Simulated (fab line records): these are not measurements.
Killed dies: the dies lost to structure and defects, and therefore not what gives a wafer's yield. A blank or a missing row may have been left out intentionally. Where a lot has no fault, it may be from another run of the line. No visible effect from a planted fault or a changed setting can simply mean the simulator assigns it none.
Struck lot and sound lot, side by side / flow gf180mcu / 15 steps out of a route of 602
Sound: wafers L497.1, L497.4, L497.5. Struck: wafer L509.1. (L509.2, L509.3 of the same lot were not struck and are left out.) The cause comes at the end.
For every step that has rows: the tool of each side, followed by ch and its chambers, followed by its first start. Under that, the readings that differ: sound wafers / struck wafers / difference of the means / sigmas: that difference in standard deviations of wafers without a fault.
alike: readings whose means differ by less than 2 such deviations, and words and numbers that are the same on both sides. not compared: withheld readings, readings that some wafer has no value for, bounds like >300 that may hide the same value, and numbers for which the record gives no deviation and whose values overlap.
A row with sigmas, a row that says differs or no value, or rows on one side alone: a step with any of these is where the two part. Numbers that don't overlap but have no deviation are shown without sigmas and don't part them. A reading missing from all wafers of one side parts the sides only when that side holds two or more wafers.

first, 5 steps without rows for these wafers: GF_V5_COAT_09 (resist thk 1000 nm); GF_V5_SOFTBAKE_10 (time 60 s); GF_V5_EXPOSE_11 (exposes mask Via5, target cd 260 nm); GF_V5_PEB_12 (peb time 90 s); GF_V5_DEVELOP_13 (develop time 60 s).
GF_V5_CD_MEAS_14: target cd 260 nm.
  struck on cdSem-01, day 32 19:43; sound on cdSem-01, day 29 15:37
  alike: cdNm
GF_V5_OVL_MEAS_15:
  struck on overlay-02, day 32 19:50; sound on overlay-02, day 29 15:44
  alike: V5_OVL
GF_V5_ETCH_16: etches BARC in N2/H2.
  sound on rieDiel-02 ch 1,2,3, day 29 15:46; struck on rieDiel-03 ch 2, day 32 19:52
reading=throttleValvePct (%); sound=13.233 13.235 13.230; struck=13.210; difference=-0.023; sigmas=-3
  alike: drypumpMotorCurrentA, oesProductAu
GF_V5_ETCH_17: etches SiO2 in C4F8/O2/Ar, stops on TiN, target depth 855 nm.
  sound: rieDiel-02 ch 1,2,3; struck: rieDiel-03 ch 2
  alike: oesProductAu
GF_V5_STRIP_18: strips in O2/N2.
  sound on plasmaAsher-02 ch 0, day 29 15:55; struck on plasmaAsher-04 ch 0, day 32 20:01
reading=drypumpMotorCurrentA (A); sound=6.3 6.3 6.3; struck=5.2; difference=-1.1; sigmas=-2
reading=oesProductAu (a.u.); sound=0.577 0.568 0.576; struck=0.560; difference=-0.014; sigmas=-2
  alike: heaterPowerW, platenTempC
  not compared: rfHoursCounterH
then, 2 steps without rows for these wafers: GF_V5_STRIP_19 (strips in post etch residue remover, time 1200 s); GF_V5_CLEAN_20 (cleans in DIW).
GF_V5_SPUTTER_21: material Ti, target thk 15 nm, time 80.02 s.
  struck on pvdSputter-02, day 32 20:35; sound on pvdSputter-04, day 29 16:27
reading=model.Ti_of_V5_SPUTTER_21.thkNm (nm); sound=14.81 14.87 14.85; struck=9.616; difference=-5.227; sigmas=
  alike: throttleValvePct
GF_V5_SPUTTER_22: material TiN, target thk 10 nm, time 40 s.
  struck on pvdSputter-02, day 32 20:38; sound on pvdSputter-04, day 29 16:31
  alike: throttleValvePct
following that, these wafers have no rows for 1 step: GF_PASSIVATION_PROBE_99.

== WHERE THEY PART ==
Last at GF_V5_STRIP_18 as far as this record goes, first at GF_V5_ETCH_16. Later steps at which nothing parts them and some readings are alike: GF_V5_SPUTTER_21, GF_V5_SPUTTER_22.

WHY: the cause the simulator had injected
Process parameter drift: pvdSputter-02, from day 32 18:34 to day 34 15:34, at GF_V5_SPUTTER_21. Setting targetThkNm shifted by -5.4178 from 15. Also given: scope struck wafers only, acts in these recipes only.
